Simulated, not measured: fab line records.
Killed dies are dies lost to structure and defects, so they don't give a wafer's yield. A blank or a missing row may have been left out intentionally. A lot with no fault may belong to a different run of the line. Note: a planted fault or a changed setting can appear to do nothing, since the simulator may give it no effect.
Struck lot and sound lot, side by side || flow sky130 || 42 out of 708 route steps
Sound: wafers L119.1, L119.3, L119.6. Struck: wafers L132.1, L132.5, L132.6. At the end, the cause is stated.
Order at every step that has rows: each side's tool, ch and its chambers, its first start. Under that, the readings that differ: sound wafers || struck wafers || difference of the means || sigmas: that difference in standard deviations of wafers without a fault.
alike: a reading whose means differ by less than 2 such deviations, as well as words and numbers matching on both sides. not compared: withheld readings; readings where some wafer has no value; bounds like >300 that might hide an equal value; numbers whose values overlap and for which the record gives no deviation.
A row with sigmas, a row that says differs or no value, or rows on one side alone: a step with any of these is where the two part. Numbers that have no deviation but don't overlap get no sigmas and don't part them. A reading missing from all wafers of one side parts the sides only when that side holds two or more wafers.

first, 1 step without rows for these wafers: SKY_RES_XHIGH_IMPLANT_07.
SKY_RES_XHIGH_STRIP_08: strips in O2/N2.
  sound on plasma-asher-02 ch 0,1, day 28 13:40; struck on plasma-asher-04 ch 0,1, day 32 10:22
  alike: drypump-motor-current-A, o2-flow-sccm, oes-product-au, strip-time-to-endpoint-s
  not compared: rf-hours-counter-h
SKY_RES_XHIGH_TW_MEAS_09:
  sound on film-metro-02, day 28 13:46; struck on film-metro-01, day 32 10:28
  alike: RES_XHIGH_TW
then, 7 steps without rows for these wafers: SKY_SD_N_DEHYDRATE_00 (time 60 s); SKY_SD_N_HMDS_01 (prime time 60 s); SKY_SD_N_COAT_02 (resist thk 1140 nm); SKY_SD_N_SOFTBAKE_03 (time 60 s); SKY_SD_N_EXPOSE_04 (exposes mask NSDM, target cd 380 nm); SKY_SD_N_PEB_05; SKY_SD_N_DEVELOP_06 (develop time 60 s).
SKY_SD_N_CD_MEAS_07: target cd 380 nm.
  sound on cd-sem-01, day 29 17:50; struck on cd-sem-01, day 33 13:04
  alike: cd-nm
SKY_SD_N_OVL_MEAS_08:
  sound on overlay-01, day 29 17:58; struck on overlay-02, day 33 13:11
  alike: SD_N_OVL
SKY_SD_N_IMPLANT_09:
  sound on implanter-03 ch 0, day 29 18:00; struck on implanter-04 ch 0, day 33 13:13
following that, these wafers have no rows for 1 step: SKY_SD_N_IMPLANT_10.
SKY_SD_N_STRIP_11: strips in O2/N2.
  sound on plasma-asher-04 ch 0,1, day 29 18:18; struck on plasma-asher-04 ch 0,1, day 33 13:31
  alike: drypump-motor-current-A, o2-flow-sccm, oes-product-au, strip-time-to-endpoint-s
  not compared: rf-hours-counter-h
SKY_SD_N_TW_MEAS_12:
  sound on film-metro-01, day 29 18:24; struck on film-metro-03, day 33 13:37
  alike: SD_N_TW
then, 1 step without rows for these wafers: SKY_SD_N_CLEAN_13 (cleans in SC1/SC2, time 150 s).
SKY_SD_N_RTA_14: time 2 s.
  sound on rtp-anneal-01 ch 0, day 29 18:31; struck on rtp-anneal-02 ch 0, day 33 13:44
  alike: lamp-power-pct, wafer_temp_C_max
SKY_SD_N_RS_MEAS_16: the measuring method here is four-point-probe.
  sound on film-metro-01, day 29 18:41; struck on film-metro-01, day 33 13:55
  alike: SD_N_RS
SKY_SD_N_RS_MEAS_17: the measuring method here is four-point-probe.
  sound on film-metro-01, day 29 18:48; struck on film-metro-01, day 33 14:02
  alike: SD_P_RS
SKY_SD_N_RS_MEAS_18: the measuring method here is four-point-probe.
  sound on film-metro-01, day 29 18:55; struck on film-metro-01, day 33 14:09
  alike: RES_XHIGH_RS
then, 2 steps without rows for these wafers: SKY_SALICIDE_CLEAN_00 (cleans in HF-last, time 30 s); SKY_LI_CONTACT_HDPCVD_00 (deposits PSG, target thk 930 nm, time 155 s).
SKY_LI_CONTACT_THK_MEAS_01:
  sound on film-metro-01, day 29 19:13; struck on film-metro-03, day 33 14:23
  alike: LI_CONTACT_HDPCVD_THK
SKY_LI_CONTACT_CMP_02: polishes PSG.
  sound on cmp-02 ch 0,1,3, day 29 19:16; struck on cmp-02 ch 1,2, day 33 14:27
  alike: motor-current-A, retaining-ring-pressure-frac, time-to-endpoint-s
SKY_LI_CONTACT_BOW_MEAS_03:
  sound on film-metro-03, day 29 19:34; struck on film-metro-03, day 33 14:45
  alike: LI_CONTACT_BOW
then, 8 steps without rows for these wafers: SKY_LI_CONTACT_DEHYDRATE_04 (time 60 s); SKY_LI_CONTACT_HMDS_05 (prime time 60 s); SKY_LI_CONTACT_COAT_06 (resist thk 60 nm); SKY_LI_CONTACT_COAT_07 (resist thk 450 nm); SKY_LI_CONTACT_SOFTBAKE_08 (time 90 s); SKY_LI_CONTACT_EXPOSE_09 (exposes mask LICM1, target cd 170 nm); SKY_LI_CONTACT_PEB_10; SKY_LI_CONTACT_DEVELOP_11 (develop time 60 s).
SKY_LI_CONTACT_CD_MEAS_12: target cd 170 nm.
  sound on cd-sem-01, day 30 22:16; struck on cd-sem-02, day 34 18:08
  alike: cd-nm
SKY_LI_CONTACT_OVL_MEAS_13:
  sound on overlay-02, day 30 22:23; struck on overlay-02, day 34 18:16
  alike: LI_CONTACT_OVL
then, 2 steps without rows for these wafers: SKY_LI_CONTACT_ETCH_14 (etches BARC in N2/H2, stops on SiO2, time 45.9 s, target depth 60 nm); SKY_LI_CONTACT_ETCH_15 (etches PSG in C4F8/O2/Ar, stops on Si, target depth 600 nm).
SKY_LI_CONTACT_STRIP_16: strips in O2/N2.
  sound on plasma-asher-02 ch 0,1, day 30 22:32; struck on plasma-asher-01 ch 0,1, day 34 18:26
{"reading": "drypump-motor-current-A (A)", "sound": "6.1 5.7 6.1", "struck": "5.1 5.1 5.1", "difference": -0.9, "sigmas": -2}
  alike: o2-flow-sccm, oes-product-au, strip-time-to-endpoint-s
  not compared: rf-hours-counter-h
then, 2 steps without rows for these wafers: SKY_LI_CONTACT_CLEAN_17 (cleans in NMP, time 600 s); SKY_LI_CONTACT_PRE_CLEAN_18 (time 5.6 s).
-- the record jumps here: 15 days lie between the struck wafers' starts before and after (it left off in module LI_CONTACT and takes up again in module PAD_OPEN, whose first step shown is number 708 of the route) --
SKY_PAD_OPEN_PROBE_99:
  sound on prober-02, day 46 22:32; struck on prober-02, day 49 22:07
{"reading": "model.etest.nfet_16v.r-on-ohm-um", "sound": "1.404e+04 1.414e+04 1.412e+04", "struck": "1.479e+04 1.482e+04 1.479e+04", "difference": "+7.000e+02", "sigmas": ""}
{"reading": "model.etest.nfet-g5v0d10v5.r-on-ohm-um", "sound": "1878 1883 1888", "struck": "2018 2006 2005", "difference": "+127", "sigmas": ""}
{"reading": "model.etest.nfet_01v8.r-on-ohm-um", "sound": "829.7 827.5 821", "struck": "872.5 859.6 855.3", "difference": "+36.4", "sigmas": ""}
{"reading": "model.etest.sonos-uncharged.r-on-ohm-um", "sound": "789.7 786.6 795.1", "struck": "823 824.8 807.5", "difference": "+28", "sigmas": ""}
{"reading": "model.etest.nfet_05v0_nvt.drive-ua-um", "sound": "577 574.7 576.2", "struck": "556.7 546.7 548.8", "difference": -25.2, "sigmas": ""}
{"reading": "model.etest.nfet-g5v0d10v5.drive-ua-um", "sound": "612.4 602.5 609.2", "struck": "585.8 584.3 581.8", "difference": -24.1, "sigmas": ""}
{"reading": "model.etest.nfet_16v.drive-ua-um", "sound": "224.7 220.6 222.1", "struck": "205.7 206.9 206.5", "difference": -16.1, "sigmas": ""}
{"reading": "model.etest.res-ndiff.rs-ohm-sq-rim-less-centre", "sound": "1.43 -1.264 0.404", "struck": "-4.571 -3.826 -5.12", "difference": -4.696, "sigmas": ""}
  alike: killed_at_M0_to_M3, killed_at_M4_up, killed-at-contacts, killed-at-front-end, killed-at-other, killed-dies, killed-open, killed-short

## WHERE THEY PART
Only at SKY_LI_CONTACT_STRIP_16, within this record. Later steps at which nothing parts them and some readings are alike: SKY_PAD_OPEN_PROBE_99.

WHY: what the simulator had put in
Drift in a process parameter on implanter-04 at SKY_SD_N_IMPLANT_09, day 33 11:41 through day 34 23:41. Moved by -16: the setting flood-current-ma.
